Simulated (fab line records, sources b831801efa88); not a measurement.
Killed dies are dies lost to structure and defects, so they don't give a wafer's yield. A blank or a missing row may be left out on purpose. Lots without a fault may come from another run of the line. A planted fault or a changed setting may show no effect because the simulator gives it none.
Chamber matching | flow gf180mcu | GF_V1_CMP_04 on cmp-02: 4 sister chambers
The step polishes SiO2. 8 wafers are shown with their chamber, then 7 later ones without.

WAFERS WITH THEIR CHAMBER
wafer  | chamber | motor_current_A (A) | time_to_endpoint_s (s)
L566.2 | 2       | 11.3                | 79
L566.4 | 1       | 10.1                | 86
L569.5 | 1       | 10.0                | 87
L570.1 | 3       | 11.5                | 94
L570.2 | 2       | 12.2                | 84
L570.6 | 0       | 12.1                | 91
L571.2 | 0       | 11.2                | 91
L571.3 | 3       | 11.3                | 97

WAFERS WITHOUT THEIR CHAMBER
wafer  | motor_current_A (A) | time_to_endpoint_s (s)
L571.5 | 11.7                | 95
L582.2 | 11.8                | 80
L582.4 | 12.0                | 91
L582.5 | 11.1                | 99
L585.1 | 11.1                | 71
L585.5 | 11.4                | 79
L585.6 | 11.6                | 82

WHICH CHAMBER EACH WENT THROUGH
wafer  | from the rows above     | in truth
L571.5 | can't be placed: 3 or 0 | 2
L582.2 | 2                       | 2
L582.4 | can't be placed: 0 or 3 | 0
L582.5 | 3                       | 3
L585.1 | 2                       | 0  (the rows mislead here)
L585.5 | 2                       | 2
L585.6 | 2                       | 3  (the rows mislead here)
Placed correctly: 3 of 7. Can't be placed from these rows: 2 (the true chamber is among the candidates in 1). Placed wrongly: 2.
How it was worked out, from the rows above alone: a wafer's distance from a chamber is the root of the sum, over the readings, of the square of ((its reading less the chamber's mean) divided by the reading's scatter). The wafer belongs to the nearest chamber; if the next one is less than 2 further off, it can't be placed. A chamber's mean is the mean of its shown wafers. The scatter: the root of (the sum of the squares of (reading less its chamber's mean) over the shown wafers, divided by (wafers less chambers)).
